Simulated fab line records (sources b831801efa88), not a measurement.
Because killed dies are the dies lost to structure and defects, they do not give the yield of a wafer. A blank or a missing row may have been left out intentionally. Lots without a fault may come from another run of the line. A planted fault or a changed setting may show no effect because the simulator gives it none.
What tool caused it? | flow sky130 | 12 lots, 36 wafers sampled, at 4 steps of a route of 708

## WHAT THE GAUGES READ, wafer by wafer
SKY_SONOS_ONO_THK_MEAS_03.
lot  | measured     | on            | SONOS_ONO_CVD_02_THK (nm)
L992 | day 11 22:34 | film_metro-03 | 10.61 10.57 10.61
L993 | day 12 01:52 | film_metro-03 | 10.68 10.67 10.70
L994 | day 12 07:30 | film_metro-02 | 10.36 10.34 10.41
L995 | day 12 18:23 | film_metro-02 | 10.69 10.73 10.63
L997 | day 13 12:04 | film_metro-03 | 10.65 10.59 10.59
L998 | day 13 18:44 | film_metro-01 | 10.58 10.53 10.63
L999 | day 14 05:34 | film_metro-03 | 10.63 10.45 10.62
L102 | day 15 02:05 | film_metro-01 | 10.75 10.61 10.53
L110 | day 17 17:01 | film_metro-03 | 10.56 10.63 10.68
L112 | day 18 10:14 | film_metro-03 | 10.43 10.53 10.52
L113 | day 18 15:47 | film_metro-01 | 10.55 10.68 10.58
L114 | day 18 22:56 | film_metro-03 | 10.38 10.54 10.42

SKY_LDD_LDN_TW_MEAS_13.
lot  | measured     | on            | LDD_LDN_TW
L992 | day 23 06:17 | film_metro-03 | 1495 1491 1492
L993 | day 23 10:16 | film_metro-02 | 1464 1464 1471
L994 | day 23 17:34 | film_metro-02 | 1461 1473 1465
L995 | day 24 01:56 | film_metro-01 | 1475 1471 1468
L997 | day 25 03:03 | film_metro-02 | 1470 1475 1469
L998 | day 25 11:58 | film_metro-01 | 1477 1477 1487
L999 | day 25 21:52 | film_metro-03 | 1484 1487 1493
L102 | day 26 21:19 | film_metro-03 | 1492 1496 1497
L110 | day 29 07:01 | film_metro-01 | 1409 1402 1410
L112 | day 29 23:32 | film_metro-02 | 1384 1388 1387
L113 | day 30 03:47 | film_metro-03 | 1483 1481 1488
L114 | day 30 11:06 | film_metro-03 | 1488 1489 1487

## WHAT TOOL EACH LOT RAN ON (gives the tool, then ch and the chambers of the sampled wafers, and finally the start)
lot  | SKY_SONOS_ONO_ETCH_15              | SKY_LDD_LDN_IMPLANT_09
L992 | rie_diel-01 ch 0,2, day 12 23:52   | implanter-01 ch 0, day 23 05:45
L993 | rie_diel-04 ch 0,1,2, day 13 03:37 | implanter-01 ch 0, day 23 09:44
L994 | rie_diel-01 ch 0,2, day 13 08:29   | implanter-03 ch 0, day 23 17:01
L995 | rie_diel-03 ch 1,2,3, day 13 20:50 | implanter-02 ch 0, day 24 01:23
L997 | rie_diel-04 ch 0,2, day 14 14:21   | implanter-02 ch 0, day 25 02:31
L998 | rie_diel-01 ch 1,2,3, day 14 21:54 | implanter-03 ch 0, day 25 11:26
L999 | rie_diel-01 ch 0,2,3, day 15 09:42 | implanter-01 ch 0, day 25 21:20
L102 | rie_diel-03 ch 0,1,2, day 16 07:07 | implanter-03 ch 0, day 26 20:46
L110 | rie_diel-04 ch 1,2,3, day 19 00:35 | implanter-02 ch 0, day 29 06:28
L112 | rie_diel-01 ch 1,2, day 19 17:56   | implanter-02 ch 0, day 29 22:59
L113 | rie_diel-01 ch 1,2, day 19 23:47   | implanter-01 ch 0, day 30 03:14
L114 | rie_diel-01 ch 1,2, day 20 07:51   | implanter-03 ch 0, day 30 10:34
- SKY_SONOS_ONO_ETCH_15: etches the open film in CHF3/O2, target depth 19.52 nm, time 7.8 s.
- SKY_LDD_LDN_IMPLANT_09

## WHAT THE TOOLS THEMSELVES READ (means of the sampled wafers that have a number; where no wafer has one, the mark that the record gives instead)
SKY_SONOS_ONO_ETCH_15.
lot  | tool        | drypump_motor_current_A (A) | oes_product_au (a.u.) | throttle_valve_pct (%)
L992 | rie_diel-01 | 5.9                         | 1.006                 | 8.823
L993 | rie_diel-04 | 5.3                         | 1.013                 | 8.828
L994 | rie_diel-01 | 5.9                         | 1.000                 | 8.828
L995 | rie_diel-03 | 5.8                         | 1.007                 | 8.821
L997 | rie_diel-04 | 4.9                         | 1.006                 | 8.823
L998 | rie_diel-01 | 5.9                         | 1.009                 | 8.823
L999 | rie_diel-01 | 5.8                         | 1.013                 | 8.829
L102 | rie_diel-03 | 5.8                         | 1.007                 | 8.830
L110 | rie_diel-04 | 5.4                         | 1.004                 | 8.822
L112 | rie_diel-01 | 5.9                         | 0.997                 | 8.824
L113 | rie_diel-01 | 5.9                         | 1.007                 | 8.832
L114 | rie_diel-01 | 5.9                         | 1.009                 | 8.830

SKY_LDD_LDN_IMPLANT_09.
lot  | tool         | dose_ions_cm2 | faraday_current_uA
L992 | implanter-01 | 1.2496e+13    | 71.5
L993 | implanter-01 | 1.2502e+13    | 71.1
L994 | implanter-03 | 1.2513e+13    | 69.9
L995 | implanter-02 | 1.2502e+13    | 69.9
L997 | implanter-02 | 1.2501e+13    | 69.5
L998 | implanter-03 | 1.2493e+13    | 70.6
L999 | implanter-01 | 1.2498e+13    | 70.4
L102 | implanter-03 | 1.2519e+13    | 71.8
L110 | implanter-02 | 5.2817e+12    | 30.0
L112 | implanter-02 | 5.2970e+12    | 29.9
L113 | implanter-01 | 1.2498e+13    | 70.7
L114 | implanter-03 | 1.2503e+13    | 69.7

## THE ANSWER, worked out from the rows above alone
Rule: what is usual is taken from the lots themselves. The widest of any qualifying gaps counts: lots, ordered by their means at a reading, are off when they make up no more than a third of the lots, leave a main group of 4 or more, and stand apart from it by 3 or more times the standard deviation of that group's means. Not used: any main group whose means are identical at the precision the tables above print for the reading. Also off: a lot with no number at a reading for which 4 or more lots have one. The other lots that the step has rows for count as sound. First the gauges in route order, then the tools' own readings, where a lot's mean is used as printed above. The first step at which some lot is off is used, and at that step the reading that is off furthest; a lot without a number counts as furthest.
Off: L110, L112, seen at SKY_LDD_LDN_TW_MEAS_13 (LDD_LDN_TW). For the main group the mean is 1480 and the standard deviation 10.
A tool fits if, at a process step before that reading, it ran every lot that is off, and no sound lot after the first of them. The gauges at SKY_LDD_LDN_TW_MEAS_13 aren't tried: what is off there is off at SKY_LDD_LDN_IMPLANT_09 too, on other tools, and a gauge's error can't cause that. One fits: SKY_LDD_LDN_IMPLANT_09 on implanter-02. Its last sound lot is L997 (day 25 02:31), its first lot that is off L110 (day 29 06:28): a fault that began between those two fits.
The tool's own readings at SKY_LDD_LDN_IMPLANT_09 bear it out: on the lots that are off they differ by more than 5 times the standard deviation of the sound lots' means. dose_ions_cm2 reads 5.2894e+12 there against 1.2502e+13 on the sound lots; faraday_current_uA reads 29.9 there against 70.5 on the sound lots.

## WHAT THE SIMULATOR PUT IN
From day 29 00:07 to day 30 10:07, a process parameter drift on implanter-02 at SKY_LDD_LDN_IMPLANT_09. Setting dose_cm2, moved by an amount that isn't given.
Shown lots that were struck: L110, L112. This agrees with what the rule above found.
